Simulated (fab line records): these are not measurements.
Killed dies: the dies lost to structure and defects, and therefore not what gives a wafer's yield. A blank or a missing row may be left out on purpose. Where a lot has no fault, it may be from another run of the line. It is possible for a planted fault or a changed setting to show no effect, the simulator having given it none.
Code-filled problem report in 8D (eight disciplines) form | flow gf180mcu | the parts of the form that need people (team, actions taken, sign-off) are left out

== 1. WHAT WENT WRONG ==
Wafers free of any fault read 1004 nm (standard deviation 13) for PASSIVATION_CVD_00_THK at GF_PASSIVATION_THK_MEAS_01, against a mean of 1111 nm on 6 wafers of 2 lots. That is +8.2 standard deviations from the usual mean.
The first sign was on wafer L257.2 at day 32 13:14, on film_metro-02. The record has a number at this step for 33 wafers belonging to 11 lots. By rule, "out" or "out of limits" means more than 4 standard deviations away from the usual mean. Any other wafer with a number is counted as sound.

== 2. WHAT THIS IS AND IS NOT ==
question                    | is                           | is not
which readings at this step | PASSIVATION_CVD_00_THK       | -
which lots                  | L257, L259                   | L245, L246, L247, L250, L251, L252, L253, L254, L265
which wafers of those lots  | all that have a number       | -
read on which gauges        | film_metro-02, film_metro-03 | -
when                        | from day 32 13:14            | up to then (24 sound wafers); but 3 sound wafers of L265 came after

== 3. WHAT RULES OUT EACH SUSPECT ==
Counting: a tool at a process step up to the reading stays a suspect if it ran every lot that is out and no sound lot after the first of them.
- the gauge at GF_PASSIVATION_THK_MEAS_01 has been ruled out. 2 gauges (film_metro-02, film_metro-03) read the wafers that are out.
- pecvd-04 at GF_PASSIVATION_CVD_00 (deposits SiO2 from TEOS, target thk 1000 nm, time 111.95 s): kept. It processed each lot that is out, first L257 at day 32 13:09, and no sound lot thereafter; up to then, the last sound lot it processed was L253 at day 31 10:41. Its own rf_fwd_power_W readings are out on those wafers.
The count leaves pecvd-04 at GF_PASSIVATION_CVD_00.

== 4. THE CAUSE (what the simulator had put in) ==
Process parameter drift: pecvd-04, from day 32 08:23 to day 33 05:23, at GF_PASSIVATION_CVD_00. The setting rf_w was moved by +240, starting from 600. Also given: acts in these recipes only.
Only this tool survived the counting.

== 5. SEQUENCE OF EFFECTS, ordered by route ==
One row per reading whose mean, taken over the struck wafers that have a number, lies over 3 standard deviations from the usual. Only readings for which the record gives a usual standard deviation are gone through. hours: the time from each lot's start at the first step in this table that gives one to its start at this step, as a median over the lots. sigmas: the change in usual standard deviations.
hours | step                       | reading                | usual      | on struck wafers | change | sigmas
0     | GF_PASSIVATION_CVD_00      | rf_fwd_power_W         | 597.5 W    | 838.0            | +240.5 | +99 or more
0     | GF_PASSIVATION_THK_MEAS_01 | PASSIVATION_CVD_00_THK | 1004 nm    | 1111             | +107   | +8.2
16    | GF_PASSIVATION_ETCH_11     | oes_product_au         | 0.963 a.u. | 0.986            | +0.023 | +3.0
It contains these process steps:
- GF_PASSIVATION_CVD_00: deposits SiO2 from TEOS, target thk 1000 nm, time 111.95 s.
- GF_PASSIVATION_ETCH_11: etches the open film in CF4/O2, stops on TiN, target depth 1800 nm, time 400 s.
Later measuring or inspecting steps at which every struck wafer that the step has a row for has a number for every such reading, and none has moved that far: GF_PASSIVATION_THK_MEAS_03.

== 6. WHAT WOULD HAVE CAUGHT IT SOONER ==
The first out-of-limits reading at a measuring or inspecting step in this record came at day 32 13:14, 5 hours after the fault's start at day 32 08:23.
The tool's own readings at GF_PASSIVATION_CVD_00 were out on every struck wafer that the step has a row for (rf_fwd_power_W): an alarm limit on them would have fired on the first of those.
Among the 2 lots that are out, L259 began GF_PASSIVATION_CVD_00 on pecvd-04 after day 32 13:14. Holding the tool at that time would have saved it.
